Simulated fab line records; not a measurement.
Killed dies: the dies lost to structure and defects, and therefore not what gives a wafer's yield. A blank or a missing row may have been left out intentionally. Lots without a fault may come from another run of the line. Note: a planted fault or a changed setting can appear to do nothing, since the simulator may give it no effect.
fab line records | flow sky130
record lots=6 wafers=18 last-day=50
route steps=708 shown SD_P@327 RES_XHIGH@332 SD_N@342 SALICIDE@361 PAD_OPEN@708
lots that met no fault: taken from a fault-free run of the same line
start-h: start of the lot's first displayed wafer, in hours after the record's first day | wait-h: hours from the lot's prior step to this one | " the same as in the row above | L1.1+2: several wafers, shown together as one row | - no value, or no start was given | * or withheld: withheld | < > ~ a bound
route shown NAME@n: names a module that has steps shown in the file, with the first one's number in the route | usual: mean/standard deviation of fault-free wafers | same: alike in all rows | chamber/n: place in a boat | sites: per-site readings | _std_site: how widely they spread, as a standard deviation | _edge_site: inner sites' mean taken away from outer sites' mean | radius-mm: how far each site lies from the wafer's centre | mask NAME#n: copy n | behind: the tool/chamber that last shaped the wafer | hold: reason for holding the lot/hours on hold/outcome of the hold | device: which transistor (n, p or np) failed to switch | end of line: the route-end tests of the same wafers | a step with no rows: only its recipe | killed: the dies lost at the first sort to structure and to defects; this is not the yield of the wafer | map: a wafer's dies, x killed, . not, _ none there
set.NAME: the setting that was run; set.NAME@STEP: the one run at that earlier step | model.NAME: the simulator's own value behind a step, which no gauge read
lots seen at some steps along the route; tables by step, rows by wafer
services: the hour from which a tool's chamber was out of use, counted from the record's first day as start-h (under 0 if before that day), plus the number of hours and why
## steps
# step SKY_SD_P_CD_MEAS_07
# recipe target-cd-nm=380
# usual cd-nm=380.0/2.4
# columns lot.wafer tool chamber start-h wait-h cd-nm
L711.1 cd-sem-01 - 635.71 0.1 375.2
L711.4 " - " " 378.3
L711.6 " - " " 377.0
L712.2 cd-sem-01 - 638.53 0.1 378.1
L712.4 " - " " 381.5
L712.5 " - " " 377.1
L713.3 cd-sem-02 - 678.86 0.1 383.9
L713.4 " - " " 382.9
L713.6 " - " " 379.9
L722.1 cd-sem-01 - 727.78 0.1 383.1
L722.2 " - " " 384.7
L722.5 " - " " 380.3
L724.3 cd-sem-02 - 735.37 0.1 377.8
L724.4 " - " " 378.0
L724.6 " - " " 376.5
L727.2 cd-sem-02 - 760.20 0.1 378.2
L727.5 " - " " 377.5
L727.6 " - " " 376.8
# step SKY_SD_P_OVL_MEAS_08
# usual SD_P_OVL=1.0/1.5
# columns lot.wafer tool chamber start-h wait-h SD_P_OVL[nm]
L711.1 overlay-02 - 635.83 0.1 0.9
L711.4 " - " " 1.3
L711.6 " - " " 4.4
L712.2 overlay-02 - 638.64 0.1 1.7
L712.4 " - " " 3.1
L712.5 " - " " 2.3
L713.3 overlay-02 - 678.96 0.1 -0.4
L713.4 " - " " 1.3
L713.6 " - " " 0.2
L722.1 overlay-01 - 727.90 0.1 1.0
L722.2 " - " " 1.3
L722.5 " - " " -0.1
L724.3 overlay-02 - 735.46 0.1 -1.3
L724.4 " - " " -0.8
L724.6 " - " " -3.3
L727.2 overlay-01 - 760.30 0.1 1.0
L727.5 " - " " 2.9
L727.6 " - " " 1.8
# step SKY_SD_P_IMPLANT_09
# recipe species=BF2 energy-kev=20 dose-cm2=3e+15 tilt-deg=0
# step SKY_SD_P_STRIP_10
# recipe chemistry=O2/N2 power-w=1400 pressure-mtorr=1500 platen-temp-c=withheld o2-flow-sccm=3000 n2-flow-sccm=300 overash-fraction=0.5
# usual drypump-motor-current-A=5.7/0.57 oes-product-au=0.617/0.0041 strip-time-to-endpoint-s=17.49/0.046
# columns lot.wafer tool chamber start-h wait-h drypump-motor-current-A oes-product-au rf-hours-counter-h strip-time-to-endpoint-s
L711.1 plasma-asher-04 0 636.02 0.1 6.5 0.612 96 17.50
L711.4 " 0 " " 6.5 0.617 - 17.50
L711.6 " 1 " " 4.7 0.613 - 17.50
L712.2 plasma-asher-04 0 638.82 0.1 6.5 0.625 97 17.51
L712.4 " 0 " " 6.5 0.617 - 17.47
L712.5 " 1 " " 4.7 0.613 - 17.52
L713.3 plasma-asher-01 1 679.16 0.1 5.4 0.621 - 17.47
L713.4 " 0 " " 6.2 0.628 - 17.48
L713.6 " 0 " " 6.1 0.612 - 17.53
L722.1 plasma-asher-01 1 728.08 0.1 5.5 0.612 56 17.45
L722.2 " 0 " " 6.2 0.608 56 17.43
L722.5 " 0 " " 6.1 0.612 - 17.46
L724.3 plasma-asher-01 0 735.67 0.1 6.1 0.618 - 17.44
L724.4 " 1 " " 5.5 0.608 - 17.42
L724.6 " 0 " " 6.2 0.619 - 17.46
L727.2 plasma-asher-01 0 760.48 0.1 6.2 0.617 59 17.59
L727.5 " 1 " " 5.4 0.618 - 17.53
L727.6 " 0 " " 6.1 0.623 - 17.56
# step SKY_SD_P_TW_MEAS_11
# usual SD_P_TW=2861/27
# columns lot.wafer tool chamber start-h wait-h SD_P_TW
L711.1 film-metro-04 - 636.12 0.1 2865
L711.4 " - " " 2855
L711.6 " - " " 2860
L712.2 film-metro-04 - 638.93 0.1 2859
L712.4 " - " " 2883
L712.5 " - " " 2861
L713.3 film-metro-01 - 679.25 0.1 2867
L713.4 " - " " 2862
L713.6 " - " " 2872
L722.1 film-metro-03 - 728.18 0.1 2859
L722.2 " - " " 2844
L722.5 " - " " 2863
L724.3 film-metro-03 - 735.75 0.1 2856
L724.4 " - " " 2840
L724.6 " - " " 2853
L727.2 film-metro-04 - 760.59 0.1 2900
L727.5 " - " " 2910
L727.6 " - " " 2902
# step SKY_RES_XHIGH_DEHYDRATE_00
# recipe temp-c=200 time-s=60
# step SKY_RES_XHIGH_HMDS_01
# recipe prime-time-s=60 prime-temp-c=120
# step SKY_RES_XHIGH_COAT_02
# recipe resist=NOVOLAK spin-rpm=3000 resist-thk-nm=1140
# step SKY_RES_XHIGH_SOFTBAKE_03
# recipe temp-c=90 time-s=60 resist=NOVOLAK
# step SKY_RES_XHIGH_EXPOSE_04
# recipe mask-id=URPM na=0.6 source-shape=conventional sigma-outer=0.6 polarization=unpolarized target-cd-nm=1270 dose-mj=140
# step SKY_RES_XHIGH_PEB_05
# recipe temp-c=withheld time-s=* resist=NOVOLAK
# step SKY_RES_XHIGH_DEVELOP_06
# recipe resist=NOVOLAK developer=TMAH develop-time-s=60 dev-temp-c=23
# step SKY_RES_XHIGH_IMPLANT_07
# recipe species=BF2 energy-kev=20 dose-cm2=3.6e+14 tilt-deg=0
# usual beam-on-s=38.1/1 end-station-pressure-torr=5.26e-06/2.9e-07 faraday-current-uA=532/14
# columns lot.wafer tool chamber start-h wait-h beam-on-s end-station-pressure-torr faraday-current-uA
L711.1 implanter-01 0 664.07 0.1 39.9 5.33e-06 509
L711.4 " 0 " " 39.0 5.24e-06 520
L711.6 " 0 " " 38.5 5.19e-06 527
L712.2 implanter-04 0 666.80 0.1 37.7 5.36e-06 534
L712.4 " 0 " " 37.5 5.25e-06 542
L712.5 " 0 " " 38.9 5.17e-06 523
L713.3 implanter-02 0 706.66 0.1 39.2 5.08e-06 519
L713.4 " 0 " " 37.3 5.92e-06 545
L713.6 " 0 " " 37.7 5.57e-06 541
L722.1 implanter-04 0 754.78 0.1 30.3 5.56e-06 669
L722.2 " 0 " " 30.8 5.12e-06 656
L722.5 " 0 " " 29.9 5.46e-06 683
L724.3 implanter-04 0 762.83 0.1 30.8 5.29e-06 659
L724.4 " 0 " " 30.1 5.19e-06 675
L724.6 " 0 " " 29.5 4.99e-06 687
L727.2 implanter-02 0 787.50 0.1 39.0 5.24e-06 521
L727.5 " 0 " " 38.4 5.46e-06 526
L727.6 " 0 " " 37.7 5.37e-06 539
# step SKY_RES_XHIGH_STRIP_08
# recipe chemistry=O2/N2 power-w=1400 pressure-mtorr=1500 platen-temp-c=withheld o2-flow-sccm=3000 n2-flow-sccm=300 overash-fraction=0.5
# usual drypump-motor-current-A=5.6/0.72 oes-product-au=0.711/0.0045 strip-time-to-endpoint-s=14.28/0.04
# columns lot.wafer tool chamber start-h wait-h drypump-motor-current-A oes-product-au rf-hours-counter-h strip-time-to-endpoint-s
L711.1 plasma-asher-02 0 664.22 0.1 6.2 0.715 21 14.32
L711.4 " 0 " " 6.2 0.719 - 14.31
L711.6 " 1 " " 5.2 0.709 - 14.30
L712.2 plasma-asher-02 0 666.93 0.1 6.2 0.712 22 14.21
L712.4 " 0 " " 6.2 0.705 - 14.28
L712.5 " 1 " " 5.2 0.707 - 14.24
L713.3 plasma-asher-04 0 706.80 0.1 6.5 0.712 - 14.30
L713.4 " 1 " " 4.7 0.707 - 14.31
L713.6 " 0 " " 6.5 0.708 - 14.33
L722.1 plasma-asher-04 1 754.93 0.1 4.7 0.714 1 14.18
L722.2 " 0 " " 6.5 0.715 1 14.21
L722.5 " 0 " " 6.5 0.711 - 14.17
L724.3 plasma-asher-04 1 762.96 0.1 4.7 0.717 - 14.20
L724.4 " 0 " " 6.5 0.719 - 14.22
L724.6 " 0 " " 6.5 0.715 - 14.21
L727.2 plasma-asher-02 0 787.63 0.1 6.3 0.711 35 14.35
L727.5 " 1 " " 5.2 0.718 - 14.34
L727.6 " 0 " " 6.2 0.715 - 14.31
# step SKY_RES_XHIGH_TW_MEAS_09
# usual RES_XHIGH_TW=1657/13
# columns lot.wafer tool chamber start-h wait-h RES_XHIGH_TW
L711.1 film-metro-04 - 664.32 0.1 1663
L711.4 " - " " 1673
L711.6 " - " " 1668
L712.2 film-metro-03 - 667.04 0.1 1649
L712.4 " - " " 1648
L712.5 " - " " 1651
L713.3 film-metro-03 - 706.88 0.1 1644
L713.4 " - " " 1647
L713.6 " - " " 1646
L722.1 film-metro-03 - 755.03 0.1 1548
L722.2 " - " " 1540
L722.5 " - " " 1544
L724.3 film-metro-03 - 763.05 0.1 1545
L724.4 " - " " 1541
L724.6 " - " " 1542
L727.2 film-metro-01 - 787.74 0.1 1664
L727.5 " - " " 1675
L727.6 " - " " 1663
# step SKY_SD_N_DEHYDRATE_00
# recipe temp-c=200 time-s=60
# step SKY_SD_N_HMDS_01
# recipe prime-time-s=60 prime-temp-c=120
# step SKY_SD_N_COAT_02
# recipe resist=NOVOLAK spin-rpm=3000 resist-thk-nm=1140
# step SKY_SD_N_SOFTBAKE_03
# recipe temp-c=90 time-s=60 resist=NOVOLAK
# step SKY_SD_N_EXPOSE_04
# recipe mask-id=NSDM na=0.6 source-shape=conventional sigma-outer=0.6 polarization=unpolarized target-cd-nm=380 dose-mj=141
# step SKY_SD_N_PEB_05
# recipe temp-c=withheld time-s=* resist=NOVOLAK
# step SKY_SD_N_DEVELOP_06
# recipe resist=NOVOLAK developer=TMAH develop-time-s=60 dev-temp-c=23
# step SKY_SD_N_CD_MEAS_07
# recipe target-cd-nm=380
# usual cd-nm=380.4/2
# columns lot.wafer tool chamber start-h wait-h cd-nm
L711.1 cd-sem-01 - 692.62 0.1 381.1
L711.4 " - " " 381.4
L711.6 " - " " 380.1
L712.2 cd-sem-01 - 694.25 0.1 381.0
L712.4 " - " " 381.2
L712.5 " - " " 379.3
L713.3 cd-sem-02 - 734.67 0.1 380.1
L713.4 " - " " 379.9
L713.6 " - " " 379.5
L722.1 cd-sem-02 - 781.93 0.1 378.4
L722.2 " - " " 379.4
L722.5 " - " " 377.5
L724.3 cd-sem-02 - 789.52 0.1 378.5
L724.4 " - " " 378.5
L724.6 " - " " 378.2
L727.2 cd-sem-02 - 814.45 0.1 378.6
L727.5 " - " " 381.0
L727.6 " - " " 380.0
# step SKY_SD_N_OVL_MEAS_08
# usual SD_N_OVL=-0.3/1.4
# columns lot.wafer tool chamber start-h wait-h SD_N_OVL[nm]
L711.1 overlay-02 - 692.74 0.1 0.9
L711.4 " - " " 1.2
L711.6 " - " " 1.9
L712.2 overlay-02 - 694.35 0.1 1.5
L712.4 " - " " -0.1
L712.5 " - " " -0.3
L713.3 overlay-02 - 734.76 0.1 -0.3
L713.4 " - " " -0.5
L713.6 " - " " -1.5
L722.1 overlay-02 - 782.05 0.1 0.8
L722.2 " - " " -1.1
L722.5 " - " " -2.0
L724.3 overlay-02 - 789.61 0.1 1.4
L724.4 " - " " 3.2
L724.6 " - " " -1.4
L727.2 overlay-02 - 814.55 0.1 -1.4
L727.5 " - " " -1.8
L727.6 " - " " -3.0
# step SKY_SD_N_IMPLANT_09
# recipe species=As energy-kev=50 dose-cm2=4e+15 tilt-deg=0
# step SKY_SD_N_IMPLANT_10
# recipe species=P energy-kev=20 dose-cm2=1e+14 tilt-deg=0
# step SKY_SD_N_STRIP_11
# recipe chemistry=O2/N2 power-w=1400 pressure-mtorr=1500 platen-temp-c=withheld o2-flow-sccm=3000 n2-flow-sccm=300 overash-fraction=0.5
# usual drypump-motor-current-A=5.7/0.58 oes-product-au=0.528/0.0043 strip-time-to-endpoint-s=22.56/0.037
# columns lot.wafer tool chamber start-h wait-h drypump-motor-current-A oes-product-au rf-hours-counter-h strip-time-to-endpoint-s
L711.1 plasma-asher-02 1 693.08 0.1 5.2 0.527 25 22.60
L711.4 " 1 " " 5.2 0.536 - 22.62
L711.6 " 0 " " 6.2 0.528 - 22.61
L712.2 plasma-asher-04 0 694.68 0.1 6.5 0.525 103 22.56
L712.4 " 0 " " 6.5 0.524 - 22.54
L712.5 " 1 " " 4.7 0.528 - 22.52
L713.3 plasma-asher-02 0 735.15 0.1 6.3 0.526 - 22.50
L713.4 " 1 " " 5.2 0.519 - 22.56
L713.6 " 0 " " 6.2 0.526 - 22.59
L722.1 plasma-asher-01 1 782.39 0.1 5.4 0.523 62 22.55
L722.2 " 0 " " 6.2 0.526 62 22.56
L722.5 " 0 " " 6.1 0.527 - 22.54
L724.3 plasma-asher-02 0 789.97 0.1 6.2 0.528 - 22.49
L724.4 " 1 " " 5.1 0.525 - 22.49
L724.6 " 1 " " 5.2 0.527 - 22.47
L727.2 plasma-asher-02 0 814.88 0.1 6.2 0.526 38 22.56
L727.5 " 1 " " 5.2 0.534 - 22.53
L727.6 " 0 " " 6.2 0.523 - 22.54
# step SKY_SD_N_TW_MEAS_12
# usual SD_N_TW=4050/30
# columns lot.wafer tool chamber start-h wait-h SD_N_TW
L711.1 film-metro-01 - 693.18 0.1 3990
L711.4 " - " " 4045
L711.6 " - " " 4040
L712.2 film-metro-04 - 694.79 0.1 4045
L712.4 " - " " 4058
L712.5 " - " " 4059
L713.3 film-metro-04 - 735.23 0.1 4088
L713.4 " - " " 4092
L713.6 " - " " 4054
L722.1 film-metro-01 - 782.49 0.1 4051
L722.2 " - " " 4035
L722.5 " - " " 4072
L724.3 film-metro-04 - 790.05 0.1 4065
L724.4 " - " " 4083
L724.6 " - " " 4067
L727.2 film-metro-03 - 814.99 0.1 4012
L727.5 " - " " 4005
L727.6 " - " " 4037
# step SKY_SD_N_CLEAN_13
# recipe chemistry=SC1/SC2 mix=1:4:20 temp-c=70 time-s=150 dry=n2-spin
# step SKY_SD_N_RTA_14
# recipe temp-c=1075 time-s=2 idle-temp-c=650 ramp-up-c-per-s=150 ramp-down-c-per-s=90 ambient=N2
# usual lamp-power-pct=15.73/0.055 wafer_temp_C_max=1077.9/1.3
# columns lot.wafer tool chamber start-h wait-h lamp-power-pct wafer_temp_C_max
L711.1 rtp-anneal-01 0 693.29 0.0 15.75 1077.7
L711.4 " 0 " " 15.73 1077.8
L711.6 " 0 " " 15.69 1080.3
L712.2 rtp-anneal-02 0 694.90 0.0 15.77 1076.4
L712.4 " 0 " " 15.66 1077.9
L712.5 " 0 " " 15.84 1078.7
L713.3 rtp-anneal-02 0 735.34 0.0 15.77 1078.7
L713.4 " 0 " " 15.74 1077.2
L713.6 " 0 " " 15.68 1079.5
L722.1 rtp-anneal-01 0 782.60 0.0 15.72 1077.9
L722.2 " 0 " " 15.62 1078.5
L722.5 " 0 " " 15.79 1078.8
L724.3 rtp-anneal-02 0 790.16 0.0 15.71 1076.2
L724.4 " 0 " " 15.75 1077.0
L724.6 " 0 " " 15.68 1078.2
L727.2 rtp-anneal-01 0 815.11 0.0 15.74 1078.9
L727.5 " 0 " " 15.62 1077.2
L727.6 " 0 " " 15.79 1078.4
# step SKY_SD_N_RS_MEAS_16
# recipe thk-meas-gauge=four-point-probe
# usual SD_N_RS=68.55/0.097
# columns lot.wafer tool chamber start-h wait-h SD_N_RS[ohm/sq]
L711.1 film-metro-03 - 693.46 0.1 68.60
L711.4 " - " " 68.67
L711.6 " - " " 68.59
L712.2 film-metro-01 - 695.09 0.1 68.36
L712.4 " - " " 68.52
L712.5 " - " " 68.46
L713.3 film-metro-04 - 735.54 0.1 68.50
L713.4 " - " " 68.55
L713.6 " - " " 68.51
L722.1 film-metro-04 - 782.77 0.1 68.44
L722.2 " - " " 68.56
L722.5 " - " " 68.64
L724.3 film-metro-03 - 790.36 0.1 68.62
L724.4 " - " " 68.64
L724.6 " - " " 68.40
L727.2 film-metro-01 - 815.29 0.1 68.36
L727.5 " - " " 68.56
L727.6 " - " " 68.26
# step SKY_SD_N_RS_MEAS_17
# recipe thk-meas-gauge=four-point-probe
# usual SD_P_RS=147.0/0.35
# columns lot.wafer tool chamber start-h wait-h SD_P_RS[ohm/sq]
L711.1 film-metro-03 - 693.58 0.1 147.7
L711.4 " - " " 147.2
L711.6 " - " " 147.3
L712.2 film-metro-01 - 695.21 0.1 146.9
L712.4 " - " " 146.6
L712.5 " - " " 146.8
L713.3 film-metro-04 - 735.66 0.1 147.3
L713.4 " - " " 147.5
L713.6 " - " " 147.1
L722.1 film-metro-04 - 782.89 0.1 146.9
L722.2 " - " " 147.0
L722.5 " - " " 147.2
L724.3 film-metro-03 - 790.48 0.1 146.9
L724.4 " - " " 147.7
L724.6 " - " " 147.5
L727.2 film-metro-01 - 815.41 0.1 146.2
L727.5 " - " " 146.6
L727.6 " - " " 146.2
# step SKY_SD_N_RS_MEAS_18
# recipe thk-meas-gauge=four-point-probe
# usual RES_XHIGH_RS=333.7/1.3
# columns lot.wafer tool chamber start-h wait-h RES_XHIGH_RS[ohm/sq]
L711.1 film-metro-03 - 693.70 0.1 332.5
L711.4 " - " " 332.0
L711.6 " - " " 332.7
L712.2 film-metro-01 - 695.33 0.1 332.8
L712.4 " - " " 331.5
L712.5 " - " " 333.2
L713.3 film-metro-04 - 735.78 0.1 333.4
L713.4 " - " " 334.2
L713.6 " - " " 334.3
L722.1 film-metro-04 - 783.01 0.1 389.3
L722.2 " - " " 390.3
L722.5 " - " " 391.7
L724.3 film-metro-03 - 790.60 0.1 393.5
L724.4 " - " " 395.7
L724.6 " - " " 393.3
L727.2 film-metro-01 - 815.53 0.1 333.3
L727.5 " - " " 334.3
L727.6 " - " " 334.3
# step SKY_SALICIDE_CLEAN_00
# recipe chemistry=HF-last time-s=30 dilution=100:1 dry=ipa-marangoni
# step SKY_PAD_OPEN_PROBE_99
# usual killed_at_M0_to_M3=43/6.4 killed_at_M4_up=2.9/1.7 killed-at-contacts=24/5 killed-at-front-end=15/4 killed-at-other=0.4/0.62 killed-dies=86/9.3 killed-open=47/6.8 killed-short=38/5.8
# same gross-dies=492 killed-at-back-side=0
# columns lot.wafer tool chamber start-h wait-h killed_at_M0_to_M3 killed_at_M4_up killed-at-contacts killed-at-front-end killed-at-other killed-dies killed-open killed-short model.etest.res-xhigh-po.line-ohm-um model.etest.res-xhigh-po.rs-ohm-sq model.etest.res-xhigh-po.rs-ohm-sq-range model.etest.res-xhigh-po.rs-ohm-sq-rim-less-centre
L711.1 prober-02 - 1109.81 0.1 40 2 11 11 1 65 37 28 5494 1930 53.89 -19.53
L711.4 prober-02 - 1109.96 0.2 47 1 20 15 0 83 44 39 5411 1890 37.93 -30.72
L711.6 prober-02 - 1110.06 0.2 36 2 29 12 0 79 38 40 5565 1918 33.69 -19.69
L712.2 prober-01 - 1111.07 0.1 47 2 30 16 0 95 48 47 5567 1961 93.45 -78.62
L712.4 prober-01 - 1111.17 0.2 37 1 21 14 0 73 40 33 5640 1934 98.16 -62.68
L712.5 prober-01 - 1111.22 0.2 48 4 20 17 0 89 51 38 5698 2008 75.65 -65.84
L713.3 prober-02 - 1140.45 0.2 44 2 21 12 1 80 41 38 5556 1977 60.69 -46.26
L713.4 prober-02 - 1140.50 0.2 45 4 31 15 2 97 43 54 5718 2058 74.78 -61.25
L713.6 prober-02 - 1140.60 0.2 38 3 15 17 0 73 40 32 5865 2090 80.72 -60.95
L722.1 prober-01 - 1170.23 0.1 44 4 24 19 0 91 49 39 8295 2912 247.5 -205.6
L722.2 prober-01 - 1170.28 0.1 38 3 24 20 0 85 36 49 8958 3172 323.3 -250.8
L722.5 prober-01 - 1170.43 0.2 45 3 24 22 0 94 54 40 8570 3009 299.6 -222.1
L724.3 prober-02 - 1177.10 0.2 29 2 32 13 0 76 42 34 8787 3106 339.7 -297.9
L724.4 prober-02 - 1177.15 0.2 40 6 26 13 0 85 48 37 9377 3326 515.5 -452.4
L724.6 prober-02 - 1177.25 0.2 46 4 18 17 0 85 53 32 8918 3090 392.2 -342.7
L727.2 prober-01 - 1190.39 0.1 51 3 31 14 0 99 57 42 5986 2096 76.46 41.53
L727.5 prober-01 - 1190.54 0.2 48 4 31 13 1 97 51 45 6117 2111 70.59 42.69
L727.6 prober-01 - 1190.59 0.2 39 3 38 12 1 93 55 38 5990 2084 72.78 30.44
# killed by level:class
L711.1 VIA1:geometric-particle:open=13 METAL2:geometric-particle:short=9 VIA3:geometric-particle:open=7 FIELD_ISO:geometric-particle:open=4 CONTACT:geometric-particle:open=4 METAL1:geometric-particle:short=4 POLY_GATE:geometric-particle:short=3 VIA2:geometric-particle:open=3
L711.4 VIA1:geometric-particle:open=13 CONTACT:geometric-particle:short=8 VIA3:geometric-particle:open=7 LI_CONTACT:geometric-particle:open=6 METAL1:geometric-particle:short=6 METAL2:geometric-particle:short=5 FIELD_ISO:geometric-particle:short=4 POLY_GATE:geometric-particle:open=4
L711.6 LI_CONTACT:geometric-particle:open=9 CONTACT:geometric-particle:short=6 CONTACT:geometric-particle:open=6 FIELD_ISO:geometric-particle:open=5 LOCAL_INTERCONNECT:geometric-particle:short=5 VIA1:geometric-particle:open=5 METAL2:geometric-particle:short=5 METAL1:geometric-particle:short=4
L712.2 CONTACT:geometric-particle:open=12 VIA2:geometric-particle:open=9 VIA3:geometric-particle:open=8 VIA1:geometric-particle:short=7 VIA1:geometric-particle:open=7 CONTACT:geometric-particle:short=6 FIELD_ISO:geometric-particle:short=5 POLY_GATE:geometric-particle:short=5
L712.4 VIA1:geometric-particle:open=10 LI_CONTACT:geometric-particle:open=6 CONTACT:geometric-particle:short=6 CONTACT:geometric-particle:open=5 VIA2:geometric-particle:open=5 VIA1:geometric-particle:short=5 VIA3:geometric-particle:open=4 FIELD_ISO:geometric-particle:short=3
L712.5 VIA1:geometric-particle:open=14 CONTACT:geometric-particle:open=8 LI_CONTACT:geometric-particle:open=6 VIA3:geometric-particle:open=6 VIA1:geometric-particle:short=5 METAL2:geometric-particle:short=5 FIELD_ISO:geometric-particle:short=4 POLY_GATE:geometric-particle:open=4
L713.3 VIA1:geometric-particle:open=9 CONTACT:geometric-particle:open=9 METAL1:geometric-particle:short=9 LI_CONTACT:geometric-particle:short=6 VIA1:geometric-particle:short=5 VIA2:geometric-particle:open=5 VIA3:geometric-particle:open=5 FIELD_ISO:geometric-particle:short=3
L713.4 CONTACT:geometric-particle:short=11 METAL2:geometric-particle:short=10 LI_CONTACT:geometric-particle:open=7 CONTACT:geometric-particle:open=7 VIA1:geometric-particle:open=7 VIA2:geometric-particle:open=6 VIA2:geometric-particle:short=6 FIELD_ISO:geometric-particle:short=5
L713.6 VIA2:geometric-particle:open=8 FIELD_ISO:geometric-particle:open=7 FIELD_ISO:geometric-particle:short=7 VIA3:geometric-particle:open=6 VIA1:geometric-particle:short=5 CONTACT:geometric-particle:open=5 CONTACT:geometric-particle:short=5 VIA1:geometric-particle:open=5
L722.1 VIA1:geometric-particle:open=12 VIA3:geometric-particle:open=8 LI_CONTACT:geometric-particle:open=6 FIELD_ISO:geometric-particle:open=5 LOCAL_INTERCONNECT:geometric-particle:open=5 FIELD_ISO:geometric-particle:short=4 LOCAL_INTERCONNECT:geometric-particle:short=4 CONTACT:geometric-particle:open=4
L722.2 METAL2:geometric-particle:short=8 CONTACT:geometric-particle:open=6 VIA1:geometric-particle:open=6 VIA1:geometric-particle:short=6 FIELD_ISO:geometric-particle:short=5 LOCAL_INTERCONNECT:geometric-particle:short=5 LI_CONTACT:geometric-particle:short=5 METAL1:geometric-particle:short=5
L722.5 VIA1:geometric-particle:open=15 POLY_GATE:geometric-particle:open=8 LI_CONTACT:geometric-particle:open=8 METAL2:geometric-particle:short=7 METAL1:geometric-particle:short=7 LOCAL_INTERCONNECT:geometric-particle:short=5 CONTACT:geometric-particle:open=5 VIA3:geometric-particle:open=5
L724.3 CONTACT:geometric-particle:open=14 VIA1:geometric-particle:open=8 FIELD_ISO:geometric-particle:short=6 CONTACT:geometric-particle:short=6 LOCAL_INTERCONNECT:geometric-particle:short=5 VIA3:geometric-particle:open=5 LI_CONTACT:geometric-particle:open=4 METAL2:geometric-particle:open=4
L724.4 CONTACT:geometric-particle:open=12 VIA1:geometric-particle:open=7 METAL1:geometric-particle:short=6 VIA3:geometric-particle:open=6 FIELD_ISO:geometric-particle:open=5 LI_CONTACT:geometric-particle:open=5 VIA2:geometric-particle:open=5 METAL3:geometric-particle:short=5
L724.6 VIA2:geometric-particle:open=14 VIA3:geometric-particle:open=8 CONTACT:geometric-particle:open=6 VIA1:geometric-particle:open=5 FIELD_ISO:geometric-particle:open=4 POLY_GATE:geometric-particle:short=4 CONTACT:geometric-particle:short=4 VIA2:geometric-particle:short=4
L727.2 VIA1:geometric-particle:open=11 CONTACT:geometric-particle:open=11 VIA2:geometric-particle:open=11 VIA1:geometric-particle:short=8 LOCAL_INTERCONNECT:geometric-particle:short=7 LI_CONTACT:geometric-particle:open=7 METAL2:geometric-particle:short=6 VIA3:geometric-particle:open=6
L727.5 CONTACT:geometric-particle:open=10 LI_CONTACT:geometric-particle:open=8 METAL2:geometric-particle:short=7 VIA3:geometric-particle:open=7 VIA2:geometric-particle:open=6 LOCAL_INTERCONNECT:geometric-particle:short=5 VIA1:geometric-particle:short=5 METAL3:geometric-particle:short=5
L727.6 CONTACT:geometric-particle:open=14 VIA1:geometric-particle:open=11 LOCAL_INTERCONNECT:geometric-particle:short=9 VIA3:geometric-particle:open=7 LI_CONTACT:geometric-particle:open=6 VIA2:geometric-particle:open=6 CONTACT:geometric-particle:short=6 VIA1:geometric-particle:short=6
## services
# columns tool chamber start-h hours kind
implanter-04 - 633.05 2.7 repair
implanter-02 - 664.19 4.5 pm
implanter-02 - 668.67 20.5 pm
implanter-04 - 671.57 1.9 repair
plasma-asher-04 - 683.13 2.8 pm
implanter-02 - 707.78 1.9 repair
plasma-asher-02 - 718.73 1.0 repair
plasma-asher-04 - 733.75 9.0 pm
plasma-asher-04 0 733.75 9.0 vent-cycle
plasma-asher-04 1 733.75 9.0 vent-cycle
plasma-asher-04 0 742.75 - clean
plasma-asher-04 1 742.75 - clean
implanter-04 - 743.38 3.5 repair
implanter-02 - 743.41 1.1 repair
implanter-04 - 746.90 4.0 pm
implanter-02 - 753.85 1.0 repair
implanter-01 - 781.75 3.0 pm
plasma-asher-04 - 784.45 4.2 repair
plasma-asher-01 - 794.23 10.0 pm
implanter-04 - 797.49 24.9 pm
## key
first-sign step=SKY_RES_XHIGH_IMPLANT_07 reading=faraday-current-uA direction=up sigmas=9.9 usual=532 struck=672
effect step=SKY_RES_XHIGH_IMPLANT_07 reading=beam-on-s direction=down sigmas=7.8 usual=38.1 struck=30.2
effect step=SKY_RES_XHIGH_TW_MEAS_09 reading=RES_XHIGH_TW direction=down sigmas=8.4 usual=1657 struck=1543
effect step=SKY_SD_N_RS_MEAS_18 reading=RES_XHIGH_RS direction=up sigmas=47 usual=333.7 struck=392.3
model-effect step=SKY_PAD_OPEN_PROBE_99 value=etest.res-xhigh-po.line-ohm-um without=5730 struck=8818
met-at SKY_RES_XHIGH_IMPLANT_07
struck-wafers L722.1,L722.2,L722.5,L724.3,L724.4,L724.6
tester-left-out L722,L724
onset-between 666.80 754.78
fault kind=process-parameter-drift tool=implanter-04 chamber=- onset-h=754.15 steps=SKY_RES_XHIGH_IMPLANT_07 channel=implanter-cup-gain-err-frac offset=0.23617 shape=step end-h=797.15
# tester-left-out: of these lots the tester's yield and bins aren't shown, on N5 and GAA mostly nor the transistor test; their killed dies are dies lost to structure and defects alone, not to doping, threshold or leakage, so they don't give the yield
